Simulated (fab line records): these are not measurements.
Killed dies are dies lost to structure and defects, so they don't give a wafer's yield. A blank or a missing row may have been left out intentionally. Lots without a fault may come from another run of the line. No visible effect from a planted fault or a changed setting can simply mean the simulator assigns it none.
Problem report in the 8D (eight disciplines) form, filled by code	flow sky130	the parts of the form that need people (team, actions taken, sign-off) are left out

## 1. WHAT WENT WRONG
oes product au at SKY_VIA3_ETCH_14 reads a mean of 0.913 a.u. on 6 wafers of 2 lots; wafers without a fault read 0.855 a.u. with a standard deviation of 0.0045. That puts it +13 standard deviations away from the usual mean.
The step: etches BARC in N2/H2, stops on SiO2, time 45.9 s, target depth 60 nm.
Earliest sighting: wafer L488.2 on rie diel-02 at day 44 06:25. Wafers with a number at this step in the record: 36, from 12 lots. The rule behind "out" and "out of limits": a value lying over 4 standard deviations away from the usual mean. The other wafers with a number count as sound.

## 2. WHAT IT IS; WHAT IT IS NOT
question	is	is not
which readings at this step	oes product au, run length s	drypump motor current A, throttle valve pct
which lots	L488, L490	L472, L475, L476, L477, L478, L480, L481, L482, L483, L489
which wafers of those lots	all that have a number	-
read on which tools	rie diel-02	rie diel-03, rie diel-04
when	from day 44 06:25	up to then (27 sound wafers); but 3 sound wafers of L489 came after

## 3. WHAT RULES OUT EACH SUSPECT
Counting: any tool at a process step up to the reading is kept as a suspect provided that every lot that is out went through it and no sound lot did after the first of them.
- pecvd-03 at SKY_CAPM_CVD_00 (deposits SiO2, target thk 15.5 nm): kept. Every lot that is out went through it, starting with L488 (day 41 06:15), and after that it ran no sound lot; the last sound lot it ran before then is L481 (day 40 16:25).
- rie diel-02 at SKY_VIA3_ETCH_14 (etches BARC in N2/H2, stops on SiO2, time 45.9 s, target depth 60 nm): kept. Every lot that is out went through it, starting with L488 (day 44 06:25), and after that it ran no sound lot; the last sound lot it ran before then is L481 (day 43 17:28). Its own readings are out on those wafers: oes product au, run length s.
What counting leaves: pecvd-03 at SKY_CAPM_CVD_00 and rie diel-02 at SKY_VIA3_ETCH_14.

## 4. THE CAUSE (what the simulator had put in)
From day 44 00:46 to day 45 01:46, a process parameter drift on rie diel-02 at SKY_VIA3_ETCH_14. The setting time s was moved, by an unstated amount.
This tool is one of the 2 suspects left after counting.

## 5. SEQUENCE OF EFFECTS, ordered by route
One row per reading whose mean, taken over the struck wafers that have a number, lies over 3 standard deviations from the usual. Only readings whose record carries a usual standard deviation are examined. hours: median over the lots of the time between each lot's start at the first step of this table that gives one and its start at this step. sigmas: the change, counted in usual standard deviations.
hours	step	reading	usual	on struck wafers	change	sigmas
0	SKY_VIA3_ETCH_14	oes product au	0.855 a.u.	0.913	+0.058	+13
0	SKY_VIA3_ETCH_14	run length s	74.3 s	71.5	-2.8	-5.4
Its process steps:
- SKY_VIA3_ETCH_14: etches BARC in N2/H2, stops on SiO2, time 45.9 s, target depth 60 nm.

## 6. HOW IT WOULD HAVE BEEN CAUGHT EARLIER
In this record no reading fell out of limits until day 44 06:25, 6 hours after the fault had begun at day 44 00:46.
